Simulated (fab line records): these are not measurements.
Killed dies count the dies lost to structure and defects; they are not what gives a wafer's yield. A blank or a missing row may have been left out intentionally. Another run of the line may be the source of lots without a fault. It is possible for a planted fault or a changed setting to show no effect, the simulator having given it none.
fab line records -- flow sky130
[record] lots = 11, wafers = 33, lastDay = 50
route steps=708 shown FIELD_ISO@17 PWDE@49 PAD_OPEN@708
lots that met no fault: taken from a fault-free run of the same line
startH: the number of hours between the record's first day and the start of the first shown wafer of the lot -- waitH: hours from the lot's prior step to this one -- " as in the row above -- L1.1+2: one row covering several wafers at once -- - no value present, or no start provided -- * or withheld: withheld -- < > ~ a bound
route shown NAME@n: NAME is a module with steps in the file, n the number in the route of the first one -- usual: mean and standard deviation over wafers with no fault -- same: alike in all rows -- chamber/n: place in a boat -- sites: readings site by site -- _std_site: their standard deviation -- _edge_site: outer sites' mean less inner sites' -- radiusMm: for every site, how far away it sits from the centre of the wafer -- mask NAME#n: copy n -- behind: the tool/chamber that last shaped the wafer -- hold: why the lot was held/for how many hours/how that ended -- device: transistor that didn't switch, given as n, p or np -- end of line: tests of these same wafers at the route's end -- a step with no rows: only its recipe -- killed: the dies lost at the first sort to structure and to defects; this is not the yield of the wafer -- map: shows each die of a wafer: x if killed, . if not, _ if none is there
set.NAME: setting as actually run; set.NAME@STEP: the setting as run at that earlier step -- model.NAME: the simulator's own value behind a step, which no gauge read
steps of the route over a sample of lots; a table a step, a row a wafer
services: a tool's chamber out of use, with start hour (startH, from the record's first day; less than 0 if before it), hours out, and reason
[[steps]]
[step SKY_FIELD_ISO_STRIP_16]
[recipe] chemistry = O2/N2, powerW = 1400, pressureMtorr = 1500, platenTempC = withheld, o2FlowSccm = 3000, n2FlowSccm = 300, overashFraction = 0.5
[usual] chamberPressureMTorr = 1499.7/1.3, drypumpMotorCurrentA = 5.4/0.41, oesProductAu = 0.377/0.0044, stripTimeToEndpointS = 3.53/0.04
lot.wafer,tool,chamber,startH,waitH,chamberPressureMTorr,drypumpMotorCurrentA,oesProductAu,rfHoursCounterH,stripTimeToEndpointS
L617.1,plasmaAsher-04,1,49.22,0.0,1499.3,5.8,0.374,38,3.57
L617.2,plasmaAsher-04,0,49.22,0.0,1498.5,5.9,0.380,38,3.45
L617.5,plasmaAsher-04,1,49.22,0.0,1501.2,5.8,0.373,-,3.47
L620.2,plasmaAsher-04,0,66.04,0.0,1500.8,5.9,0.376,40,3.50
L620.5,plasmaAsher-04,0,66.04,0.0,1497.3,5.9,0.373,-,3.54
L620.6,plasmaAsher-04,1,66.04,0.0,1500.7,5.8,0.377,-,3.57
L622.4,plasmaAsher-02,1,76.03,0.1,1499.4,4.7,0.373,-,3.61
L622.5,plasmaAsher-02,1,76.03,0.1,1497.2,4.7,0.380,-,3.58
L622.6,plasmaAsher-02,0,76.03,0.1,1498.7,5.7,0.377,-,3.57
L624.2,plasmaAsher-02,0,87.48,0.0,1500.4,5.7,0.365,40,3.48
L624.4,plasmaAsher-02,0,87.48,0.0,1501.2,5.7,0.380,-,3.53
L624.6,plasmaAsher-02,0,87.48,0.0,1499.7,5.7,0.383,-,3.53
L628.1,plasmaAsher-04,0,114.24,0.0,1497.7,5.8,0.382,44,3.46
L628.3,plasmaAsher-04,0,114.24,0.0,1500.6,5.8,0.378,-,3.56
L628.4,plasmaAsher-04,1,114.24,0.0,1500.7,5.8,0.378,-,3.45
L631.3,plasmaAsher-01,0,123.26,0.1,1499.1,5.4,0.376,-,3.53
L631.5,plasmaAsher-01,0,123.26,0.1,1498.1,5.4,0.379,-,3.53
L631.6,plasmaAsher-01,1,123.26,0.1,1500.8,5.3,0.377,-,3.53
L630.1,plasmaAsher-02,0,123.58,0.0,1500.1,5.7,0.379,44,3.46
L630.3,plasmaAsher-02,0,123.58,0.0,1500.4,5.7,0.376,-,3.54
L630.5,plasmaAsher-02,1,123.58,0.0,1502.0,4.7,0.378,-,3.56
L632.1,plasmaAsher-02,1,132.92,0.0,1497.7,4.7,0.377,44,3.49
L632.3,plasmaAsher-02,1,132.92,0.0,1501.2,4.7,0.375,-,3.56
L632.6,plasmaAsher-02,0,132.92,0.0,1501.7,5.7,0.378,-,3.58
L633.1,plasmaAsher-01,1,135.32,0.0,1499.5,5.3,0.376,2,3.59
L633.3,plasmaAsher-01,0,135.32,0.0,1501.5,5.4,0.379,-,3.54
L633.4,plasmaAsher-01,1,135.32,0.0,1501.8,5.3,0.378,-,3.57
L634.1,plasmaAsher-02,1,137.89,0.0,1499.7,4.7,0.377,45,3.55
L634.3,plasmaAsher-02,0,137.89,0.0,1499.4,5.7,0.383,-,3.59
L634.6,plasmaAsher-02,0,137.89,0.0,1500.9,5.7,0.379,-,3.59
L635.1,plasmaAsher-02,1,143.64,0.0,1499.0,4.7,0.382,46,3.59
L635.3,plasmaAsher-02,1,143.64,0.0,1498.5,4.7,0.382,-,3.51
L635.5,plasmaAsher-02,1,143.64,0.0,1497.4,4.7,0.377,-,3.58
[step SKY_FIELD_ISO_THK_MEAS_23]
[recipe] reads = SiO2_of_FIELD_ISO_OXIDATION_22
[usual] FIELD_ISO_OXIDATION_01_THK = 9.88/0.19
lot.wafer,tool,chamber,startH,waitH,FIELD_ISO_OXIDATION_01_THK[nm]
L617.1,filmMetro-02,-,51.33,0.0,9.91
L617.2,filmMetro-02,-,51.33,0.0,9.90
L617.5,filmMetro-02,-,51.33,0.0,9.95
L620.2,filmMetro-04,-,68.99,0.0,10.21
L620.5,filmMetro-04,-,68.99,0.0,10.10
L620.6,filmMetro-04,-,68.99,0.0,10.07
L622.4,filmMetro-02,-,82.84,0.0,10.10
L622.5,filmMetro-02,-,82.84,0.0,10.13
L622.6,filmMetro-02,-,82.84,0.0,9.97
L624.2,filmMetro-02,-,89.40,0.0,9.95
L624.4,filmMetro-02,-,89.40,0.0,9.98
L624.6,filmMetro-02,-,89.40,0.0,9.97
L628.1,filmMetro-01,-,117.18,0.0,9.62
L628.3,filmMetro-01,-,117.18,0.0,9.65
L628.4,filmMetro-01,-,117.18,0.0,9.70
L631.3,filmMetro-01,-,124.86,0.0,9.58
L631.5,filmMetro-01,-,124.86,0.0,9.62
L631.6,filmMetro-01,-,124.86,0.0,9.50
L630.1,filmMetro-01,-,125.19,0.0,9.95
L630.3,filmMetro-01,-,125.19,0.0,9.98
L630.5,filmMetro-01,-,125.19,0.0,9.75
L632.1,filmMetro-04,-,134.53,0.0,9.82
L632.3,filmMetro-04,-,134.53,0.0,9.90
L632.6,filmMetro-04,-,134.53,0.0,9.74
L633.1,filmMetro-02,-,137.40,0.0,9.66
L633.3,filmMetro-02,-,137.40,0.0,9.68
L633.4,filmMetro-02,-,137.40,0.0,9.58
L634.1,filmMetro-01,-,141.38,0.0,9.63
L634.3,filmMetro-01,-,141.38,0.0,9.74
L634.6,filmMetro-01,-,141.38,0.0,9.73
L635.1,filmMetro-04,-,145.56,0.0,10.03
L635.3,filmMetro-04,-,145.56,0.0,9.92
L635.5,filmMetro-04,-,145.56,0.0,9.85
[step SKY_PWDE_EXPOSE_04]
[recipe] maskId = PWDEM, na = 0.6, sourceShape = conventional, sigmaOuter = 0.6, polarization = unpolarized, targetCdNm = 840, doseMj = 214
lot.wafer,tool,chamber,startH,waitH,mask
L617.1+2+5,ilineStepper-02,0,82.31,-,PWDEM#0
L620.2+5+6,ilineStepper-01,0,101.75,-,DNM#0
L622.4+5+6,ilineStepper-01,0,127.74,-,PWDEM#0
L624.2+4+6,ilineStepper-01,0,128.88,-,PWDEM#0
L628.1+3+4,ilineStepper-02,0,152.36,-,PWDEM#0
L631.3+5+6,ilineStepper-02,0,158.70,-,PWDEM#0
L630.1+3+5,ilineStepper-02,0,159.35,-,PWDEM#0
L632.1+3+6,ilineStepper-01,0,169.54,-,PWDEM#0
L633.1+3+4,ilineStepper-02,0,173.72,-,PWDEM#0
L634.1+3+6,ilineStepper-01,0,182.16,-,PWDEM#0
L635.1+3+5,ilineStepper-02,0,184.93,-,PWDEM#0
[step SKY_PWDE_OVL_MEAS_07]
[usual] PWDE_OVL = 0.5/1.3
lot.wafer,tool,chamber,startH,waitH,PWDE_OVL[nm]
L617.1,overlay-01,-,90.06,-,2.2
L617.2,overlay-01,-,90.06,-,1.7
L617.5,overlay-01,-,90.06,-,0.5
L620.2,overlay-02,-,110.21,-,-
L620.5,overlay-02,-,110.21,-,-
L620.6,overlay-02,-,110.21,-,-
L622.4,overlay-02,-,136.67,-,0.0
L622.5,overlay-02,-,136.67,-,-1.2
L622.6,overlay-02,-,136.67,-,0.1
L624.2,overlay-01,-,137.91,-,-0.2
L624.4,overlay-01,-,137.91,-,0.2
L624.6,overlay-01,-,137.91,-,-0.3
L628.1,overlay-01,-,162.21,-,-0.1
L628.3,overlay-01,-,162.21,-,0.8
L628.4,overlay-01,-,162.21,-,0.4
L631.3,overlay-01,-,168.32,-,-1.2
L631.5,overlay-01,-,168.32,-,2.1
L631.6,overlay-01,-,168.32,-,0.6
L630.1,overlay-01,-,169.91,-,-1.0
L630.3,overlay-01,-,169.91,-,0.1
L630.5,overlay-01,-,169.91,-,-0.6
L632.1,overlay-01,-,179.46,-,1.3
L632.3,overlay-01,-,179.46,-,0.3
L632.6,overlay-01,-,179.46,-,1.5
L633.1,overlay-01,-,184.31,-,-0.9
L633.3,overlay-01,-,184.31,-,-0.8
L633.4,overlay-01,-,184.31,-,-0.2
L634.1,overlay-02,-,191.60,-,-0.3
L634.3,overlay-02,-,191.60,-,1.8
L634.6,overlay-02,-,191.60,-,1.0
L635.1,overlay-01,-,194.56,-,0.3
L635.3,overlay-01,-,194.56,-,0.8
L635.5,overlay-01,-,194.56,-,-0.2
[step SKY_PWDE_STRIP_09]
[recipe] chemistry = O2/N2, powerW = 1400, pressureMtorr = 1500, platenTempC = withheld, o2FlowSccm = 3000, n2FlowSccm = 300, overashFraction = 0.5
[usual] chamberPressureMTorr = 1500.1/1.4, drypumpMotorCurrentA = 5.5/0.43, oesProductAu = 0.723/0.0046, stripTimeToEndpointS = 36.91/0.1
lot.wafer,tool,chamber,startH,waitH,chamberPressureMTorr,drypumpMotorCurrentA,oesProductAu,rfHoursCounterH,stripTimeToEndpointS
L617.1,plasmaAsher-02,0,90.24,0.1,1501.5,5.7,0.729,40,36.91
L617.2,plasmaAsher-02,1,90.24,0.1,1498.9,4.7,0.718,40,36.89
L617.5,plasmaAsher-02,1,90.24,0.1,1501.7,4.7,0.721,-,36.91
L620.2,plasmaAsher-02,1,110.39,0.1,1501.5,4.7,0.721,42,37.03
L620.5,plasmaAsher-02,1,110.39,0.1,1498.1,4.7,0.720,-,36.99
L620.6,plasmaAsher-02,0,110.39,0.1,1501.8,5.7,0.726,-,37.07
L622.4,plasmaAsher-02,1,136.87,0.1,1500.5,4.7,0.723,-,36.84
L622.5,plasmaAsher-02,0,136.87,0.1,1500.4,5.7,0.724,-,36.85
L622.6,plasmaAsher-02,1,136.87,0.1,1502.3,4.7,0.729,-,36.78
L624.2,plasmaAsher-01,0,138.09,0.1,1502.4,5.4,0.726,2,36.86
L624.4,plasmaAsher-01,1,138.09,0.1,1499.4,5.3,0.713,-,36.80
L624.6,plasmaAsher-01,1,138.09,0.1,1500.5,5.3,0.714,-,36.85
L628.1,plasmaAsher-03,0,162.39,0.1,1500.9,6.2,0.718,35,36.95
L628.3,plasmaAsher-03,1,162.39,0.1,1498.6,5.9,0.730,-,36.96
L628.4,plasmaAsher-03,0,162.39,0.1,1500.6,6.2,0.721,-,36.93
L631.3,plasmaAsher-01,0,168.53,0.1,1498.6,5.4,0.730,-,37.20
L631.5,plasmaAsher-01,1,168.53,0.1,1501.7,5.3,0.726,-,37.09
L631.6,plasmaAsher-01,0,168.53,0.1,1501.6,5.4,0.723,-,37.05
L630.1,plasmaAsher-01,0,170.10,0.1,1498.4,5.4,0.718,5,36.95
L630.3,plasmaAsher-01,1,170.10,0.1,1496.9,5.3,0.726,-,36.94
L630.5,plasmaAsher-01,0,170.10,0.1,1500.6,5.4,0.723,-,36.91
L632.1,plasmaAsher-01,0,179.64,0.1,1501.5,5.4,0.723,6,36.91
L632.3,plasmaAsher-01,1,179.64,0.1,1500.1,5.3,0.724,-,36.94
L632.6,plasmaAsher-01,1,179.64,0.1,1503.0,5.3,0.715,-,36.98
L633.1,plasmaAsher-03,1,184.49,0.1,1500.9,5.9,0.724,37,36.83
L633.3,plasmaAsher-03,1,184.49,0.1,1501.9,5.9,0.722,-,36.93
L633.4,plasmaAsher-03,0,184.49,0.1,1501.7,6.2,0.726,-,36.87
L634.1,plasmaAsher-01,1,191.79,0.1,1500.9,5.3,0.721,7,36.89
L634.3,plasmaAsher-01,1,191.79,0.1,1500.9,5.3,0.722,-,36.84
L634.6,plasmaAsher-01,0,191.79,0.1,1501.2,5.4,0.727,-,36.89
L635.1,plasmaAsher-01,1,194.74,0.1,1501.9,5.3,0.726,7,36.88
L635.3,plasmaAsher-01,0,194.74,0.1,1501.3,5.4,0.721,-,36.90
L635.5,plasmaAsher-01,0,194.74,0.1,1499.2,5.4,0.726,-,36.88
[step SKY_PWDE_TW_MEAS_10]
[usual] PWDE_TW = 375.5/2.4
lot.wafer,tool,chamber,startH,waitH,PWDE_TW
L617.1,filmMetro-01,-,90.34,0.1,376.1
L617.2,filmMetro-01,-,90.34,0.1,378.4
L617.5,filmMetro-01,-,90.34,0.1,375.5
L620.2,filmMetro-03,-,110.50,0.1,30.6
L620.5,filmMetro-03,-,110.50,0.1,30.6
L620.6,filmMetro-03,-,110.50,0.1,30.6
L622.4,filmMetro-01,-,136.97,0.1,373.4
L622.5,filmMetro-01,-,136.97,0.1,376.2
L622.6,filmMetro-01,-,136.97,0.1,373.1
L624.2,filmMetro-01,-,138.20,0.1,376.4
L624.4,filmMetro-01,-,138.20,0.1,375.0
L624.6,filmMetro-01,-,138.20,0.1,375.0
L628.1,filmMetro-01,-,162.49,0.1,375.5
L628.3,filmMetro-01,-,162.49,0.1,375.0
L628.4,filmMetro-01,-,162.49,0.1,375.9
L631.3,filmMetro-01,-,168.61,0.1,376.7
L631.5,filmMetro-01,-,168.61,0.1,374.9
L631.6,filmMetro-01,-,168.61,0.1,375.8
L630.1,filmMetro-01,-,170.20,0.1,373.0
L630.3,filmMetro-01,-,170.20,0.1,375.8
L630.5,filmMetro-01,-,170.20,0.1,374.2
L632.1,filmMetro-03,-,179.74,0.1,381.8
L632.3,filmMetro-03,-,179.74,0.1,381.0
L632.6,filmMetro-03,-,179.74,0.1,380.4
L633.1,filmMetro-01,-,184.59,0.1,372.1
L633.3,filmMetro-01,-,184.59,0.1,373.0
L633.4,filmMetro-01,-,184.59,0.1,373.8
L634.1,filmMetro-01,-,191.89,0.1,375.8
L634.3,filmMetro-01,-,191.89,0.1,376.3
L634.6,filmMetro-01,-,191.89,0.1,373.0
L635.1,filmMetro-01,-,194.84,0.1,375.9
L635.3,filmMetro-01,-,194.84,0.1,376.6
L635.5,filmMetro-01,-,194.84,0.1,376.3
[step SKY_PAD_OPEN_PROBE_99]
[usual] killed_at_M0_to_M3 = 43/7.8, killed_at_M4_up = 3.2/1.7, killedAtContacts = 24/5.2, killedAtFrontEnd = 15/4.5, killedAtOther = 0.4/0.65, killedDies = 87/9.1, killedOnRim = 17/3.5, killedOpen = 47/7.3, killedShort = 40/6.5
[same] grossDies = 492, killedAtBackSide = 0
lot.wafer,tool,chamber,startH,waitH,killed_at_M0_to_M3,killed_at_M4_up,killedAtContacts,killedAtFrontEnd,killedAtOther,killedDies,killedOnRim,killedOpen,killedShort
L617.1,prober-01,-,1090.98,0.1,45,5,29,17,0,96,15,59,37
L617.2,prober-01,-,1091.03,0.1,46,4,15,23,1,89,20,51,38
L617.5,prober-01,-,1091.18,0.2,40,4,24,10,0,78,14,47,31
L620.2,prober-02,-,1114.62,0.1,54,1,29,408,0,492,96,56,45
L620.5,prober-02,-,1114.77,0.2,37,2,22,431,0,492,96,41,37
L620.6,prober-02,-,1114.82,0.2,31,3,27,431,0,492,96,34,39
L622.4,prober-02,-,1142.32,0.2,52,2,26,13,0,93,21,55,38
L622.5,prober-02,-,1142.37,0.2,52,3,29,18,1,103,16,56,46
L622.6,prober-02,-,1142.42,0.2,56,2,24,17,0,99,25,42,57
L624.2,prober-02,-,1151.63,0.1,38,5,27,13,0,83,20,42,41
L624.4,prober-02,-,1151.73,0.2,38,3,16,17,0,74,15,30,44
L624.6,prober-02,-,1151.83,0.2,37,4,18,8,1,68,13,36,32
L628.1,prober-02,-,1163.53,0.1,42,0,23,13,2,80,17,39,38
L628.3,prober-02,-,1163.63,0.2,44,5,25,11,1,86,20,49,36
L628.4,prober-02,-,1163.68,0.2,41,2,20,15,1,79,13,44,34
L631.3,prober-02,-,1172.98,0.2,47,5,27,12,1,92,17,67,25
L631.5,prober-02,-,1173.08,0.2,45,2,18,24,0,89,18,42,47
L631.6,prober-02,-,1173.13,0.2,43,2,32,20,0,97,19,50,47
L630.1,prober-01,-,1174.38,0.1,51,2,19,18,0,90,19,42,47
L630.3,prober-01,-,1174.48,0.2,44,3,35,17,0,99,22,51,47
L630.5,prober-01,-,1174.58,0.2,33,7,27,12,0,79,13,40,39
L632.1,prober-02,-,1187.29,0.1,35,2,18,16,0,71,12,41,30
L632.3,prober-02,-,1187.39,0.2,50,5,21,7,0,83,10,48,35
L632.6,prober-02,-,1187.54,0.2,41,4,25,13,0,83,16,45,38
L633.1,prober-01,-,1192.66,0.1,41,3,33,16,1,94,16,45,48
L633.3,prober-01,-,1192.76,0.2,44,4,25,15,2,90,21,56,33
L633.4,prober-01,-,1192.81,0.2,44,1,18,15,1,79,16,42,36
L634.1,prober-02,-,1192.84,0.1,40,3,21,12,0,76,18,44,32
L634.3,prober-02,-,1192.94,0.2,33,3,33,13,1,83,17,54,28
L634.6,prober-02,-,1193.09,0.2,31,2,34,26,0,93,21,55,38
L635.1,prober-01,-,1194.16,0.1,59,2,23,16,0,100,25,59,41
L635.3,prober-01,-,1194.26,0.2,48,2,24,8,0,82,16,49,33
L635.5,prober-01,-,1194.36,0.2,49,3,14,16,0,82,21,45,37
// killed by level:class
L617.1 CONTACT:geometricParticle:open=11 VIA1:geometricParticle:open=10 VIA2:geometricParticle:open=10 LI_CONTACT:geometricParticle:open=9 VIA1:geometricParticle:short=7 FIELD_ISO:geometricParticle:short=5 METAL1:geometricParticle:open=5 METAL1:geometricParticle:short=5
L617.2 FIELD_ISO:geometricParticle:short=10 VIA3:geometricParticle:open=10 VIA1:geometricParticle:short=8 FIELD_ISO:geometricParticle:open=7 METAL1:geometricParticle:open=7 VIA2:geometricParticle:open=7 CONTACT:geometricParticle:open=5 METAL1:geometricParticle:short=4
L617.5 VIA1:geometricParticle:open=12 LI_CONTACT:geometricParticle:open=10 CONTACT:geometricParticle:open=7 METAL2:geometricParticle:short=7 METAL1:geometricParticle:short=6 VIA3:geometricParticle:open=4 FIELD_ISO:geometricParticle:short=3 CONTACT:geometricParticle:short=3
L620.2 PWDE:areaExpose=391 VIA1:geometricParticle:open=18 CONTACT:geometricParticle:open=10 LOCAL_INTERCONNECT:geometricParticle:short=7 POLY_GATE:geometricParticle:open=6 LI_CONTACT:geometricParticle:open=6 VIA1:geometricParticle:short=6 CONTACT:geometricParticle:short=5
L620.5 PWDE:areaExpose=414 CONTACT:geometricParticle:open=10 VIA1:geometricParticle:open=10 VIA3:geometricParticle:open=7 CONTACT:geometricParticle:short=5 METAL1:geometricParticle:short=5 FIELD_ISO:geometricParticle:open=4 METAL3:geometricParticle:short=4
L620.6 PWDE:areaExpose=419 LI_CONTACT:geometricParticle:open=9 VIA1:geometricParticle:short=8 CONTACT:geometricParticle:open=7 VIA1:geometricParticle:open=6 CONTACT:geometricParticle:short=5 FIELD_ISO:geometricParticle:short=4 VIA2:geometricParticle:open=4
L622.4 VIA1:geometricParticle:open=11 VIA3:geometricParticle:open=11 VIA2:geometricParticle:open=7 CONTACT:geometricParticle:short=6 LOCAL_INTERCONNECT:geometricParticle:short=6 CONTACT:geometricParticle:open=6 METAL2:geometricParticle:short=5 LI_CONTACT:geometricParticle:open=5
L622.5 VIA1:geometricParticle:open=11 LI_CONTACT:geometricParticle:open=9 VIA2:geometricParticle:open=9 CONTACT:geometricParticle:open=8 VIA1:geometricParticle:short=7 VIA3:geometricParticle:open=7 CONTACT:geometricParticle:short=6 POLY_GATE:geometricParticle:open=5
L622.6 VIA1:geometricParticle:open=15 METAL2:geometricParticle:short=10 LI_CONTACT:geometricParticle:short=7 METAL1:geometricParticle:short=7 VIA3:geometricParticle:open=6 LOCAL_INTERCONNECT:geometricParticle:short=5 CONTACT:geometricParticle:short=5 VIA2:geometricParticle:open=5
L624.2 CONTACT:geometricParticle:open=9 METAL1:geometricParticle:short=6 FIELD_ISO:geometricParticle:short=5 LI_CONTACT:geometricParticle:open=5 VIA2:geometricParticle:open=5 VIA3:geometricParticle:open=5 CONTACT:geometricParticle:short=4 LOCAL_INTERCONNECT:geometricParticle:open=4
L624.4 VIA2:geometricParticle:open=6 METAL1:geometricParticle:short=6 LOCAL_INTERCONNECT:geometricParticle:short=5 CONTACT:geometricParticle:short=5 VIA1:geometricParticle:open=5 VIA1:geometricParticle:short=5 POLY_GATE:geometricParticle:short=4 CONTACT:geometricParticle:open=4
L624.6 METAL2:geometricParticle:short=8 VIA3:geometricParticle:open=7 LI_CONTACT:geometricParticle:open=6 LOCAL_INTERCONNECT:geometricParticle:short=6 VIA2:geometricParticle:open=5 VIA1:geometricParticle:open=5 POLY_GATE:geometricParticle:short=4 POLY_GATE:geometricParticle:open=3
L628.1 VIA1:geometricParticle:open=10 CONTACT:geometricParticle:open=7 LI_CONTACT:geometricParticle:open=6 VIA1:geometricParticle:short=6 VIA3:geometricParticle:short=6 LOCAL_INTERCONNECT:geometricParticle:short=5 VIA2:geometricParticle:open=5 POLY_GATE:geometricParticle:short=4
L628.3 VIA3:geometricParticle:open=11 CONTACT:geometricParticle:open=10 VIA1:geometricParticle:open=7 CONTACT:geometricParticle:short=6 METAL1:geometricParticle:short=6 METAL2:geometricParticle:short=6 LI_CONTACT:geometricParticle:open=5 FIELD_ISO:geometricParticle:open=4
L628.4 VIA1:geometricParticle:open=11 METAL1:geometricParticle:short=9 VIA3:geometricParticle:open=7 LI_CONTACT:geometricParticle:open=6 FIELD_ISO:geometricParticle:open=5 POLY_GATE:geometricParticle:short=5 CONTACT:geometricParticle:open=5 CONTACT:geometricParticle:short=5
L631.3 CONTACT:geometricParticle:open=15 VIA3:geometricParticle:open=12 VIA1:geometricParticle:open=10 VIA2:geometricParticle:open=8 LI_CONTACT:geometricParticle:open=5 METAL4:geometricParticle:short=4 POLY_GATE:geometricParticle:short=4 POLY_GATE:geometricParticle:open=4
L631.5 POLY_GATE:geometricParticle:short=9 POLY_GATE:geometricParticle:open=7 VIA3:geometricParticle:open=7 LI_CONTACT:geometricParticle:open=5 CONTACT:geometricParticle:open=5 METAL1:geometricParticle:short=5 VIA1:geometricParticle:open=5 VIA2:geometricParticle:short=5
L631.6 CONTACT:geometricParticle:open=12 FIELD_ISO:geometricParticle:short=10 LI_CONTACT:geometricParticle:open=10 VIA2:geometricParticle:open=7 POLY_GATE:geometricParticle:open=6 VIA1:geometricParticle:open=6 VIA1:geometricParticle:short=5 METAL1:geometricParticle:short=5
L630.1 VIA1:geometricParticle:open=14 CONTACT:geometricParticle:short=7 POLY_GATE:geometricParticle:open=7 VIA1:geometricParticle:short=7 LI_CONTACT:geometricParticle:open=6 VIA2:geometricParticle:open=6 METAL2:geometricParticle:short=6 POLY_GATE:geometricParticle:short=4
L630.3 LI_CONTACT:geometricParticle:open=14 VIA1:geometricParticle:open=11 CONTACT:geometricParticle:short=7 CONTACT:geometricParticle:open=7 METAL2:geometricParticle:short=6 POLY_GATE:geometricParticle:short=5 METAL1:geometricParticle:short=5 VIA2:geometricParticle:short=4
L630.5 LI_CONTACT:geometricParticle:open=8 VIA1:geometricParticle:open=8 CONTACT:geometricParticle:open=7 METAL4:geometricParticle:short=6 CONTACT:geometricParticle:short=6 METAL1:geometricParticle:short=5 METAL2:geometricParticle:short=5 VIA2:geometricParticle:open=5
L632.1 METAL2:geometricParticle:short=8 CONTACT:geometricParticle:open=7 VIA1:geometricParticle:open=7 LI_CONTACT:geometricParticle:open=6 POLY_GATE:geometricParticle:open=5 METAL1:geometricParticle:short=5 FIELD_ISO:geometricParticle:short=4 FIELD_ISO:geometricParticle:open=4
L632.3 VIA1:geometricParticle:open=11 VIA2:geometricParticle:open=9 VIA3:geometricParticle:open=7 CONTACT:geometricParticle:open=7 LI_CONTACT:geometricParticle:open=5 METAL1:geometricParticle:short=5 METAL2:geometricParticle:short=5 METAL3:geometricParticle:short=4
L632.6 METAL1:geometricParticle:short=11 VIA1:geometricParticle:open=11 CONTACT:geometricParticle:open=8 VIA2:geometricParticle:open=5 LI_CONTACT:geometricParticle:open=5 LOCAL_INTERCONNECT:geometricParticle:short=4 LOCAL_INTERCONNECT:geometricParticle:open=4 VIA3:geometricParticle:open=4
L633.1 CONTACT:geometricParticle:open=12 METAL2:geometricParticle:short=11 LI_CONTACT:geometricParticle:open=10 VIA2:geometricParticle:open=7 FIELD_ISO:geometricParticle:short=6 VIA3:geometricParticle:short=6 LOCAL_INTERCONNECT:geometricParticle:short=5 POLY_GATE:geometricParticle:open=4
L633.3 CONTACT:geometricParticle:open=12 VIA1:geometricParticle:open=10 FIELD_ISO:geometricParticle:open=9 VIA2:geometricParticle:open=9 VIA1:geometricParticle:short=6 CONTACT:geometricParticle:short=5 FIELD_ISO:geometricParticle:short=4 LI_CONTACT:geometricParticle:open=4
L633.4 VIA3:geometricParticle:open=7 VIA1:geometricParticle:open=7 CONTACT:geometricParticle:open=6 METAL2:geometricParticle:short=6 POLY_GATE:geometricParticle:open=5 POLY_GATE:geometricParticle:short=5 VIA1:geometricParticle:short=5 VIA2:geometricParticle:open=5
L634.1 VIA1:geometricParticle:open=12 VIA2:geometricParticle:open=8 CONTACT:geometricParticle:open=7 METAL1:geometricParticle:short=6 LI_CONTACT:geometricParticle:open=5 FIELD_ISO:geometricParticle:short=4 POLY_GATE:geometricParticle:short=3 LI_CONTACT:geometricParticle:short=3
L634.3 CONTACT:geometricParticle:open=11 LI_CONTACT:geometricParticle:open=10 VIA2:geometricParticle:open=9 VIA1:geometricParticle:open=5 VIA3:geometricParticle:open=5 SPACER:geometricParticle:open=4 LOCAL_INTERCONNECT:geometricParticle:short=4 VIA1:geometricParticle:short=4
L634.6 LI_CONTACT:geometricParticle:open=14 VIA1:geometricParticle:open=12 FIELD_ISO:geometricParticle:open=9 LOCAL_INTERCONNECT:geometricParticle:short=6 VIA3:geometricParticle:open=6 FIELD_ISO:geometricParticle:short=5 CONTACT:geometricParticle:open=5 SPACER:geometricParticle:short=4
L635.1 VIA1:geometricParticle:open=13 METAL1:geometricParticle:short=11 VIA2:geometricParticle:open=9 LI_CONTACT:geometricParticle:open=8 CONTACT:geometricParticle:open=6 CONTACT:geometricParticle:short=5 VIA1:geometricParticle:short=5 METAL3:geometricParticle:short=5
L635.3 VIA1:geometricParticle:open=12 LI_CONTACT:geometricParticle:open=10 VIA2:geometricParticle:open=8 CONTACT:geometricParticle:open=6 VIA3:geometricParticle:open=6 METAL1:geometricParticle:short=5 POLY_GATE:geometricParticle:short=4 CONTACT:geometricParticle:short=4
L635.5 VIA2:geometricParticle:open=13 METAL1:geometricParticle:short=8 VIA3:geometricParticle:open=6 FIELD_ISO:geometricParticle:open=5 VIA1:geometricParticle:short=5 FIELD_ISO:geometricParticle:short=4 CONTACT:geometricParticle:open=4 VIA1:geometricParticle:open=4
[[services]]
tool,chamber,startH,hours,kind
ilineStepper-02,-,29.20,2.1,pm
ilineStepper-02,-,31.28,-,consumableReplace:lamp
ilineStepper-01,-,65.59,1.7,pm
plasmaAsher-01,-,80.62,2.5,repair
ilineStepper-01,-,85.68,2.6,repair
plasmaAsher-01,-,108.75,9.0,pm
plasmaAsher-01,0,108.75,9.0,ventCycle
plasmaAsher-01,1,108.75,9.0,ventCycle
plasmaAsher-01,0,117.75,-,clean
plasmaAsher-01,1,117.75,-,clean
ilineStepper-02,-,139.38,1.7,pm
ilineStepper-02,0,158.56,-,calibration
ilineStepper-01,0,158.72,-,calibration
plasmaAsher-04,-,174.69,1.4,repair
ilineStepper-01,-,177.83,4.3,pm
plasmaAsher-04,-,178.73,0.9,repair
plasmaAsher-03,-,187.37,1.5,repair
[[key]]
[firstSign] step = SKY_PWDE_EXPOSE_04, reading = mask, direction = changed
[effect] step = SKY_PWDE_OVL_MEAS_07, reading = PWDE_OVL, direction = missing
[effect] step = SKY_PWDE_TW_MEAS_10, reading = PWDE_TW, direction = down, sigmas = 99+, usual = 375.5, struck = 30.6
[effect] step = SKY_PAD_OPEN_PROBE_99, reading = killedAtFrontEnd, direction = up, sigmas = 91, usual = 15, struck = 423
[moreKillsBornAt] SKY_PWDE_EXPOSE_04@ilineStepper-01 = 1224
metAt SKY_PWDE_EXPOSE_04
struckLots L620
testerLeftOut L620
notActingAt SKY_FIELD_ISO_STRIP_16,SKY_FIELD_ISO_THK_MEAS_23,SKY_PWDE_STRIP_09
[fault] kind = wrongMask, tool = any, chamber = -, onsetH = 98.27, steps = SKY_PWDE_EXPOSE_04, auxCopy = DNM#0, scope = struckLotsOnly
// testerLeftOut: of these lots the tester's yield and bins aren't shown, on N5 and GAA mostly nor the transistor test; their killed dies are dies lost to structure and defects alone, not to doping, threshold or leakage, so they don't give the yield
